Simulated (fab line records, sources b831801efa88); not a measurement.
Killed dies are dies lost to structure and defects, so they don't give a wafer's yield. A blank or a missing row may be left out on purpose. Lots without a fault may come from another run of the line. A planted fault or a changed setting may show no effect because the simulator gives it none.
fab line records | flow sky130 | part 1 of 2: steps 1 to 34 of 42
record lots=5 wafers=15 last_day=52
route steps=708 shown LDD_P@263 LDD_HVN@267 LDD_HVP@278 LDD_LDN@289 SPACER@304
lots that met no fault: from a run of the same line without faults
start_h: hours from the record's first day to the start of the lot's first wafer shown | wait_h: hours since the lot's step before | " the same as in the row above | L1.1+2: a row that stands for several wafers | - no value, or no start given | * or withheld: withheld | < > ~ a bound
route shown NAME@n: a module of which the file shows steps, and the number in the route of the first | usual: mean/standard deviation of fault-free wafers | same: alike in all rows | chamber/n: place in a boat | sites: the reading at each site | _std_site: their standard deviation | _edge_site: outer sites' mean less inner sites' | radius_mm: how far each site lies from the wafer's centre | mask NAME#n: copy n | behind: the tool/chamber that last shaped the wafer | hold: why the lot was held/for how many hours/how that ended | device: the transistor (n, p or np) that didn't switch | end of line: the same wafers' tests at the end of the route | a step without rows: its recipe alone | killed: dies lost to structure and defects at the first sort, not the wafer's yield | map: a wafer's dies, x killed, . not, _ none there
set.NAME: the setting as run; set.NAME@STEP: as run at that earlier step | model.NAME: the simulator's own value behind a step, which no gauge read
lots at some steps of the route; a table a step, a row a wafer
services: from which hour (start_h, from the record's first day; less than 0 if before it) a tool's chamber was out of use, for how many hours, and why
## steps
# step SKY_LDD_P_OVL_MEAS_08
# usual LDD_P_OVL=0.1/1.2
# columns lot.wafer tool chamber start_h wait_h LDD_P_OVL[nm]
L074.2 overlay-01 - 468.02 0.1 -0.3
L074.4 " - " " 1.9
L074.6 " - " " -1.1
L084.2 overlay-02 - 501.32 0.1 -0.9
L084.4 " - " " 0.3
L084.6 " - " " 0.0
L089.1 overlay-01 - 658.16 0.1 1.9
L089.2 " - " " 0.6
L089.6 " - " " 1.9
L091.1 overlay-01 - 662.04 0.1 -1.6
L091.2 " - " " -0.1
L091.6 " - " " -1.2
L096.3 overlay-02 - 672.80 0.1 0.0
L096.5 " - " " -0.4
L096.6 " - " " -0.6
# step SKY_LDD_P_IMPLANT_09
# recipe species=BF2 energy_kev=25 dose_cm2=1e+13 tilt_deg=withheld
# usual end_station_pressure_torr=5.01e-06/2.4e-07
# columns lot.wafer tool chamber start_h wait_h end_station_pressure_torr
L074.2 implanter-01 0 468.08 0.0 4.76e-06
L074.4 " 0 " " 4.98e-06
L074.6 " 0 " " 4.93e-06
L084.2 implanter-02 0 501.38 0.0 4.81e-06
L084.4 " 0 " " 4.9e-06
L084.6 " 0 " " 4.85e-06
L089.1 implanter-03 0 658.20 0.0 4.95e-06
L089.2 " 0 " " 4.99e-06
L089.6 " 0 " " 4.71e-06
L091.1 implanter-03 0 662.07 0.0 4.86e-06
L091.2 " 0 " " 5.14e-06
L091.6 " 0 " " 5.5e-06
L096.3 implanter-01 0 672.87 0.1 5.44e-06
L096.5 " 0 " " 4.93e-06
L096.6 " 0 " " 5.5e-06
# step SKY_LDD_P_STRIP_10
# recipe chemistry=O2/N2 power_w=1400 pressure_mtorr=1500 platen_temp_c=withheld o2_flow_sccm=3000 n2_flow_sccm=300 overash_fraction=0.5
# usual chamber_pressure_mTorr=1500.1/1.4 drypump_motor_current_A=5.71/0.23 oes_product_au=0.715/0.0046 strip_time_to_endpoint_s=14.18/0.041
# columns lot.wafer tool chamber start_h wait_h chamber_pressure_mTorr drypump_motor_current_A oes_product_au rf_hours_counter_h strip_time_to_endpoint_s
L074.2 plasma_asher-01 0 468.20 0.1 1504.0 5.93 0.713 4 14.14
L074.4 " 0 " " 1500.3 5.92 0.719 - 14.15
L074.6 " 1 " " 1501.4 5.76 0.711 - 14.17
L084.2 plasma_asher-01 0 501.50 0.1 1503.2 5.92 0.709 8 14.19
L084.4 " 0 " " 1502.1 5.93 0.715 - 14.22
L084.6 " 1 " " 1500.9 5.79 0.714 - 14.21
L089.1 plasma_asher-04 1 658.35 0.1 1499.2 5.75 0.712 52 14.19
L089.2 " 0 " " 1503.7 5.81 0.716 52 14.18
L089.6 " 1 " " 1498.5 5.76 0.704 - 14.20
L091.1 plasma_asher-01 1 662.22 0.1 1497.9 5.78 0.716 23 14.24
L091.2 " 0 " " 1499.9 5.92 0.720 23 14.20
L091.6 " 1 " " 1499.1 5.76 0.714 - 14.15
L096.3 plasma_asher-01 0 673.01 0.1 1500.9 5.91 0.717 - 14.17
L096.5 " 0 " " 1500.2 5.91 0.717 - 14.16
L096.6 " 1 " " 1500.0 5.72 0.717 - 14.16
# step SKY_LDD_P_TW_MEAS_11
# usual LDD_P_TW=633/9.1
# columns lot.wafer tool chamber start_h wait_h LDD_P_TW
L074.2 film_metro-02 - 468.31 0.1 647
L074.4 " - " " 640
L074.6 " - " " 643
L084.2 film_metro-02 - 501.61 0.1 647
L084.4 " - " " 646
L084.6 " - " " 640
L089.1 film_metro-02 - 658.45 0.1 650
L089.2 " - " " 651
L089.6 " - " " 649
L091.1 film_metro-02 - 662.32 0.1 649
L091.2 " - " " 651
L091.6 " - " " 647
L096.3 film_metro-03 - 673.09 0.1 632
L096.5 " - " " 632
L096.6 " - " " 634
# step SKY_LDD_HVN_DEHYDRATE_00
# recipe temp_c=200 time_s=60
# columns lot.wafer tool chamber start_h wait_h
L074.2+4+6 litho_track-02 0 482.87 14.5
L084.2+4+6 litho_track-03 0 515.90 14.3
L089.1+2+6 litho_track-03 0 673.07 14.6
L091.1+2+6 litho_track-02 0 677.19 14.9
L096.3+5+6 litho_track-04 0 686.37 13.3
# step SKY_LDD_HVN_HMDS_01
# recipe prime_time_s=60 prime_temp_c=120
# columns lot.wafer tool chamber start_h wait_h
L074.2+4+6 litho_track-02 0 483.02 0.1
L084.2+4+6 litho_track-03 0 516.05 0.1
L089.1+2+6 litho_track-03 0 673.22 0.1
L091.1+2+6 litho_track-02 0 677.34 0.1
L096.3+5+6 litho_track-04 0 686.52 0.1
# step SKY_LDD_HVN_COAT_02
# recipe resist=NOVOLAK spin_rpm=3000 resist_thk_nm=300
# columns lot.wafer tool chamber start_h wait_h
L074.2+4+6 litho_track-02 0 483.17 0.1
L084.2+4+6 litho_track-03 0 516.20 0.1
L089.1+2+6 litho_track-03 0 673.37 0.1
L091.1+2+6 litho_track-02 0 677.49 0.1
L096.3+5+6 litho_track-04 0 686.67 0.1
# step SKY_LDD_HVN_SOFTBAKE_03
# recipe temp_c=90 time_s=60 resist=NOVOLAK
# columns lot.wafer tool chamber start_h wait_h
L074.2+4+6 litho_track-02 0 483.32 0.1
L084.2+4+6 litho_track-03 0 516.35 0.1
L089.1+2+6 litho_track-03 0 673.52 0.1
L091.1+2+6 litho_track-02 0 677.64 0.1
L096.3+5+6 litho_track-04 0 686.82 0.1
# step SKY_LDD_HVN_EXPOSE_04
# recipe mask_id=HVNTM na=0.6 source_shape=conventional sigma_outer=0.6 polarization=unpolarized target_cd_nm=700 dose_mj=127
# same sigma_outer=0.6
# columns lot.wafer tool chamber start_h wait_h mask
L074.2+4+6 iline_stepper-01 0 - - HVNTM#0
L084.2+4+6 iline_stepper-02 0 - - HVNTM#0
L089.1+2+6 iline_stepper-02 0 - - HVNTM#0
L091.1+2+6 iline_stepper-01 0 - - HVNTM#0
L096.3+5+6 iline_stepper-01 0 - - HVNTM#0
# step SKY_LDD_HVN_PEB_05
# recipe temp_c=withheld time_s=* resist=NOVOLAK
# columns lot.wafer tool chamber start_h wait_h
L074.2+4+6 litho_track-03 0 - -
L084.2+4+6 litho_track-03 0 - -
L089.1+2+6 litho_track-03 0 - -
L091.1+2+6 litho_track-03 0 - -
L096.3+5+6 litho_track-03 0 - -
# step SKY_LDD_HVN_DEVELOP_06
# recipe resist=NOVOLAK developer=TMAH develop_time_s=60 dev_temp_c=23
# columns lot.wafer tool chamber start_h wait_h
L074.2+4+6 litho_track-03 0 499.30 0.1
L084.2+4+6 litho_track-03 0 531.95 0.1
L089.1+2+6 litho_track-03 0 687.57 0.1
L091.1+2+6 litho_track-03 0 691.47 0.1
L096.3+5+6 litho_track-03 0 702.12 0.1
# step SKY_LDD_HVN_OVL_MEAS_07
# usual LDD_HVN_OVL=-0.3/1.7
# columns lot.wafer tool chamber start_h wait_h LDD_HVN_OVL[nm]
L074.2 overlay-01 - 499.43 0.1 -1.5
L074.4 " - " " -2.9
L074.6 " - " " -1.1
L084.2 overlay-01 - 532.08 0.1 -2.9
L084.4 " - " " -1.1
L084.6 " - " " -1.7
L089.1 overlay-02 - 687.72 0.1 1.9
L089.2 " - " " 1.2
L089.6 " - " " 0.7
L091.1 overlay-02 - 691.62 0.1 -0.1
L091.2 " - " " -1.2
L091.6 " - " " -1.7
L096.3 overlay-01 - 702.23 0.1 1.4
L096.5 " - " " 3.1
L096.6 " - " " 0.6
# step SKY_LDD_HVN_IMPLANT_08
# recipe species=P energy_kev=60 dose_cm2=3e+13 tilt_deg=40
# usual end_station_pressure_torr=5.14e-06/2.6e-07
# columns lot.wafer tool chamber start_h wait_h end_station_pressure_torr
L074.2 implanter-01 0 499.48 0.0 4.81e-06
L074.4 " 0 " " 5.3e-06
L074.6 " 0 " " 5.35e-06
L084.2 implanter-03 0 532.13 0.0 5.52e-06
L084.4 " 0 " " 5.4e-06
L084.6 " 0 " " 5.01e-06
L089.1 implanter-04 0 687.76 0.0 5.15e-06
L089.2 " 0 " " 4.98e-06
L089.6 " 0 " " 4.83e-06
L091.1 implanter-03 0 691.66 0.0 5.07e-06
L091.2 " 0 " " 4.88e-06
L091.6 " 0 " " 4.68e-06
L096.3 implanter-03 0 702.31 0.1 5.2e-06
L096.5 " 0 " " 4.93e-06
L096.6 " 0 " " 5.1e-06
# step SKY_LDD_HVN_STRIP_09
# recipe chemistry=O2/N2 power_w=1400 pressure_mtorr=1500 platen_temp_c=withheld o2_flow_sccm=3000 n2_flow_sccm=300 overash_fraction=0.5
# usual chamber_pressure_mTorr=1500.2/1.4 drypump_motor_current_A=5.63/0.25 oes_product_au=0.409/0.0047 strip_time_to_endpoint_s=4.134/0.015
# columns lot.wafer tool chamber start_h wait_h chamber_pressure_mTorr drypump_motor_current_A oes_product_au rf_hours_counter_h strip_time_to_endpoint_s
L074.2 plasma_asher-04 1 499.61 0.1 1500.4 5.77 0.411 36 4.125
L074.4 " 1 " " 1499.2 5.80 0.401 - 4.131
L074.6 " 0 " " 1499.2 5.82 0.403 - 4.128
L084.2 plasma_asher-04 0 532.26 0.1 1500.3 5.79 0.400 39 4.139
L084.4 " 0 " " 1502.1 5.77 0.405 - 4.166
L084.6 " 1 " " 1500.1 5.83 0.417 - 4.141
L089.1 plasma_asher-02 1 687.91 0.1 1501.9 5.78 0.404 102 4.125
L089.2 " 0 " " 1501.3 5.82 0.411 102 4.139
L089.6 " 1 " " 1500.8 5.77 0.408 - 4.152
L091.1 plasma_asher-02 0 691.81 0.1 1500.4 5.79 0.412 102 4.119
L091.2 " 1 " " 1499.6 5.81 0.412 102 4.139
L091.6 " 1 " " 1500.2 5.82 0.414 - 4.134
L096.3 plasma_asher-03 1 702.44 0.1 1500.5 5.16 0.421 - 4.151
L096.5 " 1 " " 1499.1 5.15 0.410 - 4.125
L096.6 " 0 " " 1499.9 5.49 0.415 - 4.106
# step SKY_LDD_HVN_TW_MEAS_10
# usual LDD_HVN_TW=1441/14
# columns lot.wafer tool chamber start_h wait_h LDD_HVN_TW
L074.2 film_metro-03 - 499.72 0.1 1423
L074.4 " - " " 1422
L074.6 " - " " 1430
L084.2 film_metro-03 - 532.37 0.1 1422
L084.4 " - " " 1431
L084.6 " - " " 1438
L089.1 film_metro-04 - 688.01 0.1 1443
L089.2 " - " " 1446
L089.6 " - " " 1445
L091.1 film_metro-03 - 691.91 0.1 1434
L091.2 " - " " 1425
L091.6 " - " " 1437
L096.3 film_metro-03 - 702.53 0.1 1425
L096.5 " - " " 1421
L096.6 " - " " 1423
# step SKY_LDD_HVP_DEHYDRATE_00
# recipe temp_c=200 time_s=60
# columns lot.wafer tool chamber start_h wait_h
L074.2+4+6 litho_track-03 0 514.70 15.0
L084.2+4+6 litho_track-03 0 546.90 14.5
L089.1+2+6 litho_track-03 0 702.52 14.5
L091.1+2+6 litho_track-02 0 705.59 13.7
L096.3+5+6 litho_track-02 0 715.69 13.2
# step SKY_LDD_HVP_HMDS_01
# recipe prime_time_s=60 prime_temp_c=120
# columns lot.wafer tool chamber start_h wait_h
L074.2+4+6 litho_track-03 0 514.85 0.1
L084.2+4+6 litho_track-03 0 547.05 0.1
L089.1+2+6 litho_track-03 0 702.67 0.1
L091.1+2+6 litho_track-02 0 705.74 0.1
L096.3+5+6 litho_track-02 0 715.84 0.1
# step SKY_LDD_HVP_COAT_02
# recipe resist=NOVOLAK spin_rpm=3000 resist_thk_nm=300
# columns lot.wafer tool chamber start_h wait_h
L074.2+4+6 litho_track-03 0 515.00 0.1
L084.2+4+6 litho_track-03 0 547.20 0.1
L089.1+2+6 litho_track-03 0 702.82 0.1
L091.1+2+6 litho_track-02 0 705.89 0.1
L096.3+5+6 litho_track-02 0 715.99 0.1
# step SKY_LDD_HVP_SOFTBAKE_03
# recipe temp_c=90 time_s=60 resist=NOVOLAK
# columns lot.wafer tool chamber start_h wait_h
L074.2+4+6 litho_track-03 0 515.15 0.1
L084.2+4+6 litho_track-03 0 547.35 0.1
L089.1+2+6 litho_track-03 0 702.97 0.1
L091.1+2+6 litho_track-02 0 706.04 0.1
L096.3+5+6 litho_track-02 0 716.14 0.1
# step SKY_LDD_HVP_EXPOSE_04
# recipe mask_id=HVPTM na=0.6 source_shape=conventional sigma_outer=0.6 polarization=unpolarized target_cd_nm=700 dose_mj=86
# same sigma_outer=0.6
# columns lot.wafer tool chamber start_h wait_h mask
L074.2+4+6 iline_stepper-01 0 - - HVPTM#0
L084.2+4+6 iline_stepper-01 0 - - HVPTM#0
L089.1+2+6 iline_stepper-02 0 - - HVPTM#0
L091.1+2+6 iline_stepper-02 0 - - HVPTM#0
L096.3+5+6 iline_stepper-01 0 - - HVPTM#0
# step SKY_LDD_HVP_PEB_05
# recipe temp_c=withheld time_s=* resist=NOVOLAK
# columns lot.wafer tool chamber start_h wait_h
L074.2+4+6 litho_track-03 0 - -
L084.2+4+6 litho_track-02 0 - -
L089.1+2+6 litho_track-01 0 - -
L091.1+2+6 litho_track-01 0 - -
L096.3+5+6 litho_track-03 0 - -
# step SKY_LDD_HVP_DEVELOP_06
# recipe resist=NOVOLAK developer=TMAH develop_time_s=60 dev_temp_c=23
# columns lot.wafer tool chamber start_h wait_h
L074.2+4+6 litho_track-03 0 529.80 0.1
L084.2+4+6 litho_track-02 0 561.52 0.1
L089.1+2+6 litho_track-01 0 716.64 0.1
L091.1+2+6 litho_track-01 0 719.64 0.1
L096.3+5+6 litho_track-03 0 729.92 0.1
# step SKY_LDD_HVP_OVL_MEAS_07
# usual LDD_HVP_OVL=0.2/1.5
# columns lot.wafer tool chamber start_h wait_h LDD_HVP_OVL[nm]
L074.2 overlay-01 - 529.93 0.1 -1.4
L074.4 " - " " -1.6
L074.6 " - " " -1.3
L084.2 overlay-02 - 561.65 0.1 0.7
L084.4 " - " " -0.9
L084.6 " - " " -0.3
L089.1 overlay-02 - 716.79 0.1 1.8
L089.2 " - " " 3.0
L089.6 " - " " 1.2
L091.1 overlay-01 - 719.79 0.1 -0.5
L091.2 " - " " 2.6
L091.6 " - " " -1.6
L096.3 overlay-02 - 730.03 0.1 -3.0
L096.5 " - " " -3.5
L096.6 " - " " -3.8
# step SKY_LDD_HVP_IMPLANT_08
# recipe species=B energy_kev=20 dose_cm2=1.7e+13 tilt_deg=17.9
# usual end_station_pressure_torr=5.09e-06/2.7e-07
# columns lot.wafer tool chamber start_h wait_h end_station_pressure_torr
L074.2 implanter-01 0 529.98 0.0 5.35e-06
L074.4 " 0 " " 5.08e-06
L074.6 " 0 " " 5.36e-06
L084.2 implanter-02 0 561.70 0.0 4.69e-06
L084.4 " 0 " " 5.14e-06
L084.6 " 0 " " 4.6e-06
L089.1 implanter-04 0 716.83 0.0 5.24e-06
L089.2 " 0 " " 5.46e-06
L089.6 " 0 " " 4.72e-06
L091.1 implanter-04 0 719.83 0.0 4.47e-06
L091.2 " 0 " " 4.91e-06
L091.6 " 0 " " 5.11e-06
L096.3 implanter-01 0 730.11 0.1 5.63e-06
L096.5 " 0 " " 5.05e-06
L096.6 " 0 " " 5.7e-06
# step SKY_LDD_HVP_STRIP_09
# recipe chemistry=O2/N2 power_w=1400 pressure_mtorr=1500 platen_temp_c=withheld o2_flow_sccm=3000 n2_flow_sccm=300 overash_fraction=0.5
# usual chamber_pressure_mTorr=1499.9/1.4 drypump_motor_current_A=5.80/0.051 oes_product_au=0.408/0.0046 strip_time_to_endpoint_s=4.137/0.016
# columns lot.wafer tool chamber start_h wait_h chamber_pressure_mTorr drypump_motor_current_A oes_product_au rf_hours_counter_h strip_time_to_endpoint_s
L074.2 plasma_asher-04 1 530.11 0.1 1497.4 5.80 0.410 39 4.157
L074.4 " 0 " " 1502.0 5.80 0.414 - 4.154
L074.6 " 0 " " 1499.2 5.78 0.408 - 4.177
L084.2 plasma_asher-04 1 561.83 0.1 1499.4 5.76 0.406 42 4.152
L084.4 " 0 " " 1500.8 5.81 0.408 - 4.142
L084.6 " 0 " " 1499.5 5.81 0.409 - 4.149
L089.1 plasma_asher-01 0 716.98 0.1 1499.8 5.91 0.403 28 4.136
L089.2 " 1 " " 1501.1 5.75 0.419 28 4.132
L089.6 " 0 " " 1499.3 5.90 0.409 - 4.127
L091.1 plasma_asher-04 1 719.98 0.1 1502.3 5.76 0.408 59 4.121
L091.2 " 0 " " 1503.1 5.81 0.411 59 4.115
L091.6 " 0 " " 1497.9 5.80 0.410 - 4.097
L096.3 plasma_asher-04 1 730.24 0.1 1499.5 5.73 0.408 - 4.146
L096.5 " 0 " " 1496.8 5.81 0.407 - 4.143
L096.6 " 1 " " 1499.8 5.79 0.408 - 4.155
# step SKY_LDD_HVP_TW_MEAS_10
# usual LDD_HVP_TW=452/3.8
# columns lot.wafer tool chamber start_h wait_h LDD_HVP_TW
L074.2 film_metro-03 - 530.22 0.1 453
L074.4 " - " " 453
L074.6 " - " " 453
L084.2 film_metro-03 - 561.94 0.1 447
L084.4 " - " " 449
L084.6 " - " " 447
L089.1 film_metro-04 - 717.08 0.1 459
L089.2 " - " " 457
L089.6 " - " " 458
L091.1 film_metro-04 - 720.08 0.1 460
L091.2 " - " " 460
L091.6 " - " " 458
L096.3 film_metro-01 - 730.33 0.1 451
L096.5 " - " " 446
L096.6 " - " " 449
# step SKY_LDD_LDN_DEHYDRATE_00
# recipe temp_c=200 time_s=60
# columns lot.wafer tool chamber start_h wait_h
L074.2+4+6 litho_track-03 0 544.80 14.6
L084.2+4+6 litho_track-03 0 576.90 14.9
L089.1+2+6 litho_track-01 0 730.64 13.6
L091.1+2+6 litho_track-03 0 733.72 13.6
L096.3+5+6 litho_track-01 0 743.69 13.4
# step SKY_LDD_LDN_HMDS_01
# recipe prime_time_s=60 prime_temp_c=120
# columns lot.wafer tool chamber start_h wait_h
L074.2+4+6 litho_track-03 0 544.95 0.1
L084.2+4+6 litho_track-03 0 577.05 0.1
L089.1+2+6 litho_track-01 0 730.79 0.1
L091.1+2+6 litho_track-03 0 733.87 0.1
L096.3+5+6 litho_track-01 0 743.84 0.1
# step SKY_LDD_LDN_COAT_02
# recipe resist=NOVOLAK spin_rpm=3000 resist_thk_nm=1140
# columns lot.wafer tool chamber start_h wait_h
L074.2+4+6 litho_track-03 0 545.10 0.1
L084.2+4+6 litho_track-03 0 577.20 0.1
L089.1+2+6 litho_track-01 0 730.94 0.1
L091.1+2+6 litho_track-03 0 734.02 0.1
L096.3+5+6 litho_track-01 0 743.99 0.1
# step SKY_LDD_LDN_SOFTBAKE_03
# recipe temp_c=90 time_s=60 resist=NOVOLAK
# columns lot.wafer tool chamber start_h wait_h
L074.2+4+6 litho_track-03 0 545.25 0.1
L084.2+4+6 litho_track-03 0 577.35 0.1
L089.1+2+6 litho_track-01 0 731.09 0.1
L091.1+2+6 litho_track-03 0 734.17 0.1
L096.3+5+6 litho_track-01 0 744.14 0.1
# step SKY_LDD_LDN_EXPOSE_04
# recipe mask_id=LDNTM na=0.6 source_shape=conventional sigma_outer=0.6 polarization=unpolarized target_cd_nm=700 dose_mj=140
# same sigma_outer=0.6
# columns lot.wafer tool chamber start_h wait_h mask
L074.2+4+6 iline_stepper-02 0 - - LDNTM#0
L084.2+4+6 iline_stepper-01 0 - - LDNTM#0
L089.1+2+6 iline_stepper-02 0 - - LDNTM#0
L091.1+2+6 iline_stepper-02 0 - - LDNTM#0
L096.3+5+6 iline_stepper-01 0 - - LDNTM#0
# step SKY_LDD_LDN_PEB_05
# recipe temp_c=withheld time_s=* resist=NOVOLAK
# columns lot.wafer tool chamber start_h wait_h
L074.2+4+6 litho_track-04 0 - -
L084.2+4+6 litho_track-01 0 - -
L089.1+2+6 litho_track-04 0 - -
L091.1+2+6 litho_track-01 0 - -
L096.3+5+6 litho_track-03 0 - -
# step SKY_LDD_LDN_DEVELOP_06
# recipe resist=NOVOLAK developer=TMAH develop_time_s=60 dev_temp_c=23
# columns lot.wafer tool chamber start_h wait_h
L074.2+4+6 litho_track-04 0 559.79 0.1
L084.2+4+6 litho_track-01 0 591.87 0.1
L089.1+2+6 litho_track-04 0 744.92 0.1
L091.1+2+6 litho_track-01 0 747.59 0.1
L096.3+5+6 litho_track-03 0 757.67 0.1
# step SKY_LDD_LDN_OVL_MEAS_07
# usual LDD_LDN_OVL=0.9/1.5
# columns lot.wafer tool chamber start_h wait_h LDD_LDN_OVL[nm]
L074.2 overlay-02 - 559.92 0.1 4.7
L074.4 " - " " 3.9
L074.6 " - " " 4.1
L084.2 overlay-01 - 592.00 0.1 1.2
L084.4 " - " " 1.7
L084.6 " - " " 0.1
L089.1 overlay-02 - 745.07 0.1 0.8
L089.2 " - " " 0.0
L089.6 " - " " -0.9
L091.1 overlay-02 - 747.74 0.1 1.1
L091.2 " - " " 1.5
L091.6 " - " " 2.8
L096.3 overlay-01 - 757.78 0.1 -2.6
L096.5 " - " " 1.3
L096.6 " - " " -0.3
